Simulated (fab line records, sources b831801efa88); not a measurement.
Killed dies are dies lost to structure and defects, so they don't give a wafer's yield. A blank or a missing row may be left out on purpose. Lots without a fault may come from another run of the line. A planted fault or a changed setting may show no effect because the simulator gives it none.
Which tool did it? | flow gf180mcu | 6 lots, 18 wafers sampled, at 4 steps of a route of 602

WHAT THE GAUGES READ, wafer by wafer
GF_V1_CD_MEAS_14: target cd 260 nm.
lot  | measured     | on        | cd_nm (nm)
L849 | day 18 19:50 | cd_sem-01 | 259.5 260.6 260.2
L853 | day 20 07:38 | cd_sem-02 | 257.4 257.2 258.9
L857 | day 22 00:14 | cd_sem-01 | 260.7 260.5 260.7
L859 | day 22 15:55 | cd_sem-01 | 260.5 258.5 259.3
L863 | day 24 03:23 | cd_sem-01 | 262.3 261.9 261.9
L869 | day 25 18:19 | cd_sem-01 | 260.0 261.4 260.2

WHICH TOOL RAN EACH LOT (tool, then ch and the chambers of the sampled wafers, then the start)
lot  | GF_CONTACT_ETCH_16                 | GF_M1_SPUTTER_00             | GF_M1_SPUTTER_01
L849 | rie_diel-03 ch 0,1,2, day 16 19:05 | pvd_sputter-01, day 16 20:51 | pvd_sputter-01, day 16 20:57
L853 | rie_diel-03 ch 1,3, day 18 04:54   | pvd_sputter-03, day 18 06:04 | pvd_sputter-03, day 18 06:10
L857 | rie_diel-04 ch 0,2,3, day 19 21:55 | pvd_sputter-03, day 19 23:04 | pvd_sputter-03, day 19 23:10
L859 | rie_diel-03 ch 0,1, day 20 13:55   | pvd_sputter-03, day 20 15:05 | pvd_sputter-03, day 20 15:11
L863 | rie_diel-01 ch 0,3, day 22 02:48   | pvd_sputter-03, day 22 03:58 | pvd_sputter-03, day 22 04:04
L869 | rie_diel-01 ch 0,1,2, day 23 20:30 | pvd_sputter-02, day 23 21:38 | pvd_sputter-02, day 23 21:44
- GF_CONTACT_ETCH_16: etches BARC in N2/H2.
- GF_M1_SPUTTER_00: material Ti, target thk 37.5 nm, time 150 s.
- GF_M1_SPUTTER_01: material TiN, target thk 30 nm, time 25 s.

THE ANSWER, worked out from the rows above alone
Rule: what is usual is taken from the lots themselves. Put in order of their means at a reading, lots are off if they are a third of the lots or fewer, leave a main group of 4 or more, and stand apart from it by a gap of 3 or more times the standard deviation of the main group's means; of several such gaps the widest counts. A main group whose means are all the same, to the digits that the tables above print for the reading, isn't used. A lot without any number at a reading at which 4 lots or more have one is off too. The other lots that the step has rows for count as sound.
No lot is off at any reading shown: from this, nothing can be told.

WHAT THE SIMULATOR HAD PUT IN
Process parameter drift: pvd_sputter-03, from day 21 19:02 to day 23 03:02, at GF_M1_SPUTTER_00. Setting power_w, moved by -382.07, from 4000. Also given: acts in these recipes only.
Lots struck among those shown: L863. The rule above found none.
